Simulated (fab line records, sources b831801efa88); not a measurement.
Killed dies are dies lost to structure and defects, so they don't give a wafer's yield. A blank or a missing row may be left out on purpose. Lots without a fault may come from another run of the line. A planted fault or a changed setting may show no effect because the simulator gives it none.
Chamber matching | flow sky130 | SKY_VIA2_CMP_02 on cmp-02: 4 sister chambers
The step polishes SiO2. 18 wafers are shown with their chamber, then 9 later ones without.

WAFERS WITH THEIR CHAMBER
wafer  | chamber | motor_current_A (A) | platen_rpm (rpm) | head_pressure_psi (psi)
L677.1 | 1       | 11.7                | 59.96            | 3.997
L677.2 | 2       | 12.3                | 60.01            | 4.006
L677.4 | 0       | 12.7                | 60.01            | 3.999
L679.1 | 1       | 11.7                | 60.03            | 3.994
L679.2 | 2       | 11.8                | 60.02            | 4.004
L679.6 | 0       | 12.5                | 59.96            | 4.002
L680.2 | 0       | 12.4                | 59.99            | 4.005
L680.3 | 1       | 11.6                | 60.03            | 3.991
L680.5 | 1       | 11.9                | 60.04            | 4.000
L684.2 | 0       | 12.2                | 60.01            | 4.013
L684.3 | 1       | 12.2                | 60.03            | 3.999
L684.5 | 3       | 10.8                | 59.93            | 4.013
L685.1 | 1       | 12.2                | 60.01            | 4.014
L685.3 | 2       | 12.1                | 60.05            | 4.006
L685.4 | 0       | 11.8                | 59.97            | 3.985
L691.1 | 0       | 12.6                | 60.01            | 4.004
L691.4 | 3       | 10.6                | 60.01            | 4.003
L691.5 | 1       | 11.6                | 59.95            | 4.000

SIGNATURES (means of the wafers above)
reading           | chamber 0 | chamber 1 | chamber 2 | chamber 3 | scatter within a chamber
motor_current_A   | 12.367    | 11.843    | 12.067    | 10.700    | 0.28
platen_rpm        | 59.9917   | 60.0071   | 60.0267   | 59.9700   | 0.0324
head_pressure_psi | 4.00133   | 3.99929   | 4.00533   | 4.00800   | 0.00757
Rule: a wafer's distance from a chamber is the root of the sum, over the readings, of the square of ((its reading less the chamber's mean) divided by the reading's scatter). The wafer belongs to the nearest chamber; if the next one is less than 2 further off, it can't be placed. The scatter: the root of (the sum of the squares of (reading less its chamber's mean) over the shown wafers, divided by (wafers less chambers)).

WAFERS WITHOUT THEIR CHAMBER
wafer  | motor_current_A (A) | platen_rpm (rpm) | head_pressure_psi (psi)
L692.2 | 11.9                | 59.99            | 4.007
L692.3 | 12.3                | 59.94            | 3.998
L692.4 | 10.4                | 59.97            | 3.984
L693.1 | 11.9                | 60.00            | 3.996
L693.2 | 11.7                | 60.00            | 4.002
L693.4 | 10.3                | 59.97            | 3.987
L694.1 | 12.0                | 60.04            | 4.010
L694.4 | 12.5                | 59.98            | 4.000
L694.6 | 10.8                | 59.99            | 3.996

WHICH CHAMBER EACH WENT THROUGH
wafer  | from the rows above          | in truth
L692.2 | can't be placed: 1 or 2 or 0 | 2
L692.3 | can't be placed: 0 or 1 or 2 | 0
L692.4 | 3                            | 3
L693.1 | can't be placed: 1 or 2 or 0 | 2
L693.2 | can't be placed: 1 or 2 or 0 | 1
L693.4 | 3                            | 3
L694.1 | can't be placed: 2 or 1 or 0 | 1
L694.4 | can't be placed: 0 or 2 or 1 | 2
L694.6 | 3                            | 3
Placed correctly: 3 of 9. Can't be placed from these rows: 6 (the true chamber is among the candidates in 6). Placed wrongly: 0.
